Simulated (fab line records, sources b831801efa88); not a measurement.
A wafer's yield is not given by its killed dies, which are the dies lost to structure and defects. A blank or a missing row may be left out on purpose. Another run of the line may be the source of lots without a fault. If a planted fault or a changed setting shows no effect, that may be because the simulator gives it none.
A struck lot beside a sound one + flow gf180mcu + 19 steps out of a route of 602
Sound: these wafers, L292.2, L292.4, L292.5. Struck: wafers L300.1, L300.5, L300.6. At the end, the cause is stated.
Per side, at each step with rows, come the tool, then ch with its chambers, and then its first start. Under that, the readings that differ: sound wafers + struck wafers + difference of the means + sigmas: that difference in standard deviations of wafers without a fault.
alike: same words and numbers on both sides, and readings whose means sit less than 2 such deviations apart. not compared: any withheld reading, any reading some wafer has no value for, any bound like >300 that may hide the same value, and any number with overlapping values for which the record gives no deviation.
Wherever a step has rows on one side only, a row that says differs or no value, or a row with sigmas, the two part there. Non-overlapping numbers with no deviation appear without sigmas and do not part them. Lack of a reading on every wafer of one side parts them only where that side has two or more wafers.

first, 1 step without rows for these wafers: GF_NSD_IMPLANT_10.
GF_NSD_STRIP_11: strips in O2/N2.
  sound on plasma asher-03 ch 0,1, day 14 02:23; struck on plasma asher-02 ch 0,1, day 17 07:49
  alike: chamber pressure mTorr, drypump motor current A, heater power w, n2 flow sccm, oes product au, strip time to endpoint s
  not compared: rf hours counter h
GF_NSD_TW_MEAS_12:
  sound on film metro-01, day 14 02:30; struck on film metro-03, day 17 07:55
  alike: NSD_TW
then, 7 steps without rows for these wafers: GF_PSD_DEHYDRATE_00 (time 60 s); GF_PSD_HMDS_01 (prime time 60 s); GF_PSD_COAT_02 (resist thk 1000 nm); GF_PSD_SOFTBAKE_03 (time 60 s); GF_PSD_EXPOSE_04 (exposes mask Pplus, target cd 400 nm); GF_PSD_PEB_05; GF_PSD_DEVELOP_06 (develop time 60 s).
GF_PSD_CD_MEAS_07: the cd target is 400 nm.
  sound on cd sem-02, day 14 22:58; struck on cd sem-02, day 18 06:38
  alike: cd nm
GF_PSD_OVL_MEAS_08:
  sound on overlay-01, day 14 23:04; struck on overlay-01, day 18 06:46
  alike: PSD_OVL
GF_PSD_IMPLANT_09:
  sound on implanter-02 ch 0, day 14 23:07; struck on implanter-02 ch 0, day 18 06:48
| reading                   | sound                | struck               | difference | sigmas      |
|---------------------------|----------------------|----------------------|------------|-------------|
| beam energy keV           | 40.013 39.999 39.988 | 25.604 25.596 25.587 | -14.404    | -99 or more |
| model.implant.rp nm (nm)  | 29.4 29.4 29.4       | 21.52 21.52 21.52    | -7.88      |             |
| model.implant.drp nm (nm) | 15.87 15.87 15.87    | 11.6 11.6 11.6       | -4.3       |             |
GF_PSD_STRIP_10: strips in O2/N2.
  sound on plasma asher-04 ch 0,1, day 14 23:14; struck on plasma asher-04 ch 0,1, day 18 06:57
| reading                      | sound             | struck            | difference | sigmas |
|------------------------------|-------------------|-------------------|------------|--------|
| oes product au (a.u.)        | 0.588 0.597 0.595 | 0.622 0.627 0.625 | +0.031     | +7     |
| strip time to endpoint s (s) | 16.46 16.48 16.47 | 15.19 15.12 15.14 | -1.32      | -38    |
  alike: chamber pressure mTorr, drypump motor current A, heater power w, n2 flow sccm
  not compared: rf hours counter h
GF_PSD_TW_MEAS_11:
  sound on film metro-01, day 14 23:21; struck on film metro-01, day 18 07:16
| reading | sound          | struck         | difference | sigmas |
|---------|----------------|----------------|------------|--------|
| PSD_TW  | 3222 3232 3241 | 2888 2867 2891 | -350       | -9     |
  not compared: hold
GF_PSD_RTA_13: time 20 s.
  sound on rtp anneal-01 ch 0, day 14 23:28; struck on rtp anneal-02 ch 0, day 18 08:32
| reading            | sound          | struck         | difference | sigmas |
|--------------------|----------------|----------------|------------|--------|
| lamp power pct (%) | 34.3 34.3 34.2 | 36.5 36.5 36.5 | +2.2       | +2     |
  alike: wafer_temp_C_max
GF_PSD_RS_MEAS_14: the measuring method here is four-point-probe.
  sound on film metro-03, day 14 23:34; struck on film metro-03, day 18 08:37
  alike: NSD_RS
GF_PSD_RS_MEAS_15: the measuring method here is four-point-probe.
  sound on film metro-03, day 14 23:41; struck on film metro-03, day 18 09:05
| reading         | sound                | struck               | difference | sigmas |
|-----------------|----------------------|----------------------|------------|--------|
| PSD_RS (ohm/sq) | 108.60 108.38 108.41 | 132.46 132.54 132.88 | +24.16     | +83    |
  not compared: hold
GF_PASSIVATION_PROBE_99:
  sound wafers here have rows in the record (prober-02, day 29 15:50); struck ones have none

WHERE THEY PART
Earliest at GF_PSD_IMPLANT_09; latest, in this record, at GF_PASSIVATION_PROBE_99.

WHY: the cause the simulator had injected
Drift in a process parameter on implanter-02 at GF_PSD_IMPLANT_09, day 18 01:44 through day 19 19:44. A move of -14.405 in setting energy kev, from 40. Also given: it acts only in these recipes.
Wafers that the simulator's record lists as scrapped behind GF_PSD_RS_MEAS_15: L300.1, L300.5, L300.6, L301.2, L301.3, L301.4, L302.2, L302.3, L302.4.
